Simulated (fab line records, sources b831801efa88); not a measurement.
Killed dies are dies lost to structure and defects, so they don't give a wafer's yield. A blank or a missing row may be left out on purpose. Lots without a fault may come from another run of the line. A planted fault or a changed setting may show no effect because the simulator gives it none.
Which tool did it? | flow sky130 | 6 lots, 18 wafers sampled, at 3 steps of a route of 708

WHAT THE GAUGES READ, wafer by wafer
SKY_CAPM_THK_MEAS_01.
lot  | measured     | on            | CAPM_CVD_00_THK (nm)
L212 | day 36 10:05 | film_metro-01 | 15.34 15.54 15.62
L214 | day 36 18:41 | film_metro-02 | 19.46 19.61 20.29
L222 | day 39 23:16 | film_metro-01 | 15.48 15.60 15.73
L225 | day 42 00:19 | film_metro-02 | 15.17 15.43 15.85
L230 | day 42 10:11 | film_metro-01 | 15.53 15.81 15.92
L234 | day 43 06:44 | film_metro-02 | 15.78 16.04 15.89

WHICH TOOL RAN EACH LOT (tool, then ch and the chambers of the sampled wafers, then the start)
lot  | SKY_METAL2_SPUTTER_04        | SKY_CAPM_CVD_00
L212 | pvd_sputter-01, day 34 01:00 | pecvd-01 ch 0,1, day 36 10:03
L214 | pvd_sputter-03, day 34 10:38 | pecvd-03 ch 0,1, day 36 18:40
L222 | pvd_sputter-02, day 37 17:05 | pecvd-01 ch 0,2, day 39 23:14
L225 | pvd_sputter-03, day 39 20:20 | pecvd-01 ch 1,2, day 42 00:17
L230 | pvd_sputter-02, day 40 07:26 | pecvd-03 ch 0,1, day 42 10:10
L234 | pvd_sputter-01, day 41 04:41 | pecvd-03 ch 0,2, day 43 06:41
- SKY_METAL2_SPUTTER_04: material TiN, target thk 70 nm, time 58.3 s.
- SKY_CAPM_CVD_00: deposits SiO2, target thk 15.5 nm.

THE ANSWER, worked out from the rows above alone
Rule: what is usual is taken from the lots themselves. Put in order of their means at a reading, lots are off if they are a third of the lots or fewer, leave a main group of 4 or more, and stand apart from it by a gap of 3 or more times the standard deviation of the main group's means; of several such gaps the widest counts. A main group whose means are all the same, to the digits that the tables above print for the reading, isn't used. A lot without any number at a reading at which 4 lots or more have one is off too. The other lots that the step has rows for count as sound.
Off: L214, at SKY_CAPM_THK_MEAS_01 (CAPM_CVD_00_THK). The main group: mean 15.65 nm, standard deviation 0.16.
A tool fits if, at a process step before that reading, it ran every lot that is off, and no sound lot after the first of them. The gauges at SKY_CAPM_THK_MEAS_01 are tried like those tools. None of those tried fits.

WHAT THE SIMULATOR HAD PUT IN
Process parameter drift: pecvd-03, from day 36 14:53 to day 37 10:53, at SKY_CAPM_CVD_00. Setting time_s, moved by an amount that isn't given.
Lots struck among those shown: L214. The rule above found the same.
